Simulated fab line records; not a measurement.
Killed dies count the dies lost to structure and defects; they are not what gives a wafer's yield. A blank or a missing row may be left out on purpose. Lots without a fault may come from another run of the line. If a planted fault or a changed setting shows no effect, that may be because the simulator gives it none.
Matching of chambers -- flow gf180mcu -- 3 sister chambers for GF_V1_CVD_02 on pecvd-04
The step deposits SiO2 from TEOS, target thk 850 nm, time 94.851 s. 6 wafers are shown with their chamber, then 7 later ones without.

## WAFERS, EACH WITH ITS CHAMBER
wafer,chamber,heater power outer w (W),heater power w (W)
L082.1,2,420,707
L086.2,2,321,583
L086.5,1,356,701
L086.6,0,375,654
L093.2,1,354,703
L093.4,0,266,514

## WAFERS WHOSE CHAMBER IS MISSING
wafer,heater power outer w (W),heater power w (W)
L093.6,316,580
L096.2,367,646
L096.3,417,681
L096.4,257,573
L097.2,294,618
L097.3,390,678
L097.4,349,633

## WHICH CHAMBER EACH ONE RAN IN
wafer,from the rows above,in truth
L093.6,can't be placed: 0 or 2 or 1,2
L096.2,can't be placed: 2 or 1 or 0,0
L096.3,can't be placed: 2 or 1 or 0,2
L096.4,can't be placed: 0 or 2 or 1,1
L097.2,can't be placed: 0 or 2 or 1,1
L097.3,can't be placed: 2 or 1 or 0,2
L097.4,can't be placed: 2 or 0 or 1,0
Placed correctly: 0 of 7. Unplaceable from these rows: 7, with the true chamber sitting among the candidates in 7. Number placed wrongly: 0.
How it was worked out, from the rows above alone: a wafer's distance from a chamber is the root of the sum, over the readings, of the square of ((its reading less the chamber's mean) divided by the reading's scatter). The wafer belongs to the nearest chamber; if the next one is less than 2 further off, it can't be placed. A chamber's mean is the mean of its shown wafers. How the scatter is found: for the shown wafers, subtract from each reading the mean of its chamber, square and add these, divide the total by (wafers less chambers), then take the root.
